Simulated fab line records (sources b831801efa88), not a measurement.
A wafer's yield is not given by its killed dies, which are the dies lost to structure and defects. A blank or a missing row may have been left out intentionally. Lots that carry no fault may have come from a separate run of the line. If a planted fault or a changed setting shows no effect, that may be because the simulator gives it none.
The tool behind it: which one?    flow gf180mcu    13 lots with 39 wafers sampled at 4 steps, on a route of 602 steps

== WHAT THE GAUGES SHOWED, per wafer ==
GF_V4_THK_MEAS_25: measures by xrf. Usual: V4_W_THK 351 nm, standard deviation 4.9.
lot   measured      on             V4_W_THK (nm)  flag
L306  day 25 00:08  film metro-04  356 353 352    
L307  day 25 11:49  film metro-01  352 354 346    
L308  day 25 13:56  film metro-01  353 354 355    
L312  day 27 01:20  film metro-04  357 354 355    
L313  day 27 05:14  film metro-02  351 351 352    
L315  day 27 14:11  film metro-04  355 354 353    
L316  day 28 01:26  film metro-01  354 349 350    
L320  day 29 07:10  film metro-02  351 353 354    
L322  day 29 20:45  film metro-01  350 351 350    
L323  day 30 00:44  film metro-04  352 353 350    
L324  day 30 08:08  film metro-04  359 355 357    
L325  day 30 17:02  film metro-04  352 360 354    
L328  day 31 04:47  film metro-02  355 346 346    

GF_MIM_THK_MEAS_06. Usual: MIM_CVD_05_THK 42.2 nm, standard deviation 0.5.
lot   measured      on             MIM_CVD_05_THK (nm)  flag
L306  day 25 00:44  film metro-03  42.2 43.3 43.4       
L307  day 25 12:25  film metro-03  41.5 42.2 42.3       
L308  day 25 14:34  film metro-03  42.1 42.5 42.4       
L312  day 27 01:57  film metro-03  42.0 41.2 41.9       
L313  day 27 05:52  film metro-01  42.2 49.8 42.0       OFF
L315  day 27 14:48  film metro-02  42.3 42.1 49.9       OFF
L316  day 28 02:03  film metro-03  49.4 42.1 42.4       OFF
L320  day 29 07:48  film metro-03  41.9 42.2 42.3       
L322  day 29 21:22  film metro-02  41.5 42.7 42.5       
L323  day 30 01:22  film metro-03  41.8 42.6 42.4       
L324  day 30 08:45  film metro-01  42.0 42.1 42.6       
L325  day 30 17:40  film metro-03  42.4 42.2 43.3       
L328  day 31 05:25  film metro-03  42.2 42.5 43.1       

== WHAT TOOL EACH LOT RAN ON (gives the tool, then ch and the chambers of the sampled wafers, and finally the start) ==
lot   GF_V4_SPUTTER_22              GF_MIM_CVD_05
L306  pvd sputter-02, day 24 23:50  pecvd-04 ch 0,2, day 25 00:42
L307  pvd sputter-01, day 25 11:32  pecvd-02 ch 1,2, day 25 12:23
L308  pvd sputter-01, day 25 13:39  pecvd-04 ch 1,2, day 25 14:30
L312  pvd sputter-03, day 27 01:04  pecvd-04 ch 0,1,2, day 27 01:55
L313  pvd sputter-01, day 27 04:58  pecvd-04 ch 0,1,2, day 27 05:49
L315  pvd sputter-03, day 27 13:55  pecvd-04 ch 0,1,2, day 27 14:46
L316  pvd sputter-02, day 28 01:10  pecvd-04 ch 0,1, day 28 02:01
L320  pvd sputter-03, day 29 06:53  pecvd-02 ch 0,1,2, day 29 07:46
L322  pvd sputter-02, day 29 20:27  pecvd-03 ch 0,1,2, day 29 21:19
L323  pvd sputter-03, day 30 00:27  pecvd-02 ch 0,1,2, day 30 01:18
L324  pvd sputter-01, day 30 07:50  pecvd-02 ch 0,1, day 30 08:41
L325  pvd sputter-02, day 30 16:46  pecvd-02 ch 1,2, day 30 17:37
L328  pvd sputter-01, day 31 04:30  pecvd-04 ch 0,1,2, day 31 05:21
- GF_V4_SPUTTER_22: material TiN, target thk 10 nm, time 40 s.
- GF_MIM_CVD_05: deposits Si3N4, target thk 42 nm, time 29.086 s.

== WHAT THE TOOLS THEMSELVES READ (means of the sampled wafers that have a number; where no wafer has one, the mark that the record gives instead) ==
GF_V4_SPUTTER_22. Usual: throttle valve pct 29.6 %, standard deviation 0.97.
lot   tool            throttle valve pct (%)  flag
L306  pvd sputter-02  29.1                    
L307  pvd sputter-01  30.1                    
L308  pvd sputter-01  30.0                    
L312  pvd sputter-03  28.9                    
L313  pvd sputter-01  29.8                    
L315  pvd sputter-03  29.3                    
L316  pvd sputter-02  29.2                    
L320  pvd sputter-03  29.1                    
L322  pvd sputter-02  29.0                    
L323  pvd sputter-03  29.8                    
L324  pvd sputter-01  30.0                    
L325  pvd sputter-02  29.0                    
L328  pvd sputter-01  29.3                    

GF_MIM_CVD_05. Usual: heater power w 697 W, standard deviation 65; temp max c 400.02 C, standard deviation 0.24.
lot   tool      heater power w (W)  temp max c (C)  flag
L306  pecvd-04  609                 400.01          
L307  pecvd-02  713                 400.10          
L308  pecvd-04  661                 400.24          
L312  pecvd-04  685                 400.02          
L313  pecvd-04  652                 399.83          
L315  pecvd-04  674                 400.10          
L316  pecvd-04  716                 399.87          
L320  pecvd-02  740                 400.10          
L322  pecvd-03  651                 399.97          
L323  pecvd-02  727                 400.13          
L324  pecvd-02  771                 400.24          
L325  pecvd-02  756                 400.07          
L328  pecvd-04  688                 400.16          

== THE ANSWER, worked out from the rows above alone ==
Rule: take the mean of a lot's wafers that have a number; if it is more than 3 standard deviations from the usual mean, the lot is off. Also off: a lot with no number at a reading for which 4 or more lots have one. All remaining lots with rows at the step are treated as sound. Order of review: gauges by route order, followed by the tools' own readings, for which a lot's mean as printed above is used. At the first step where some lot is off, the reading lying furthest off is the one used; lots without a number count as furthest.
Off: L313, L315, L316, at GF_MIM_THK_MEAS_06 (MIM_CVD_05_THK).
A tool fits if, at a process step before that reading, it ran every lot that is off, and no sound lot after the first of them. Those tools and the gauges at GF_MIM_THK_MEAS_06 are tried in the same way. Of those tried, none fits.

== WHAT THE SIMULATOR PUT IN ==
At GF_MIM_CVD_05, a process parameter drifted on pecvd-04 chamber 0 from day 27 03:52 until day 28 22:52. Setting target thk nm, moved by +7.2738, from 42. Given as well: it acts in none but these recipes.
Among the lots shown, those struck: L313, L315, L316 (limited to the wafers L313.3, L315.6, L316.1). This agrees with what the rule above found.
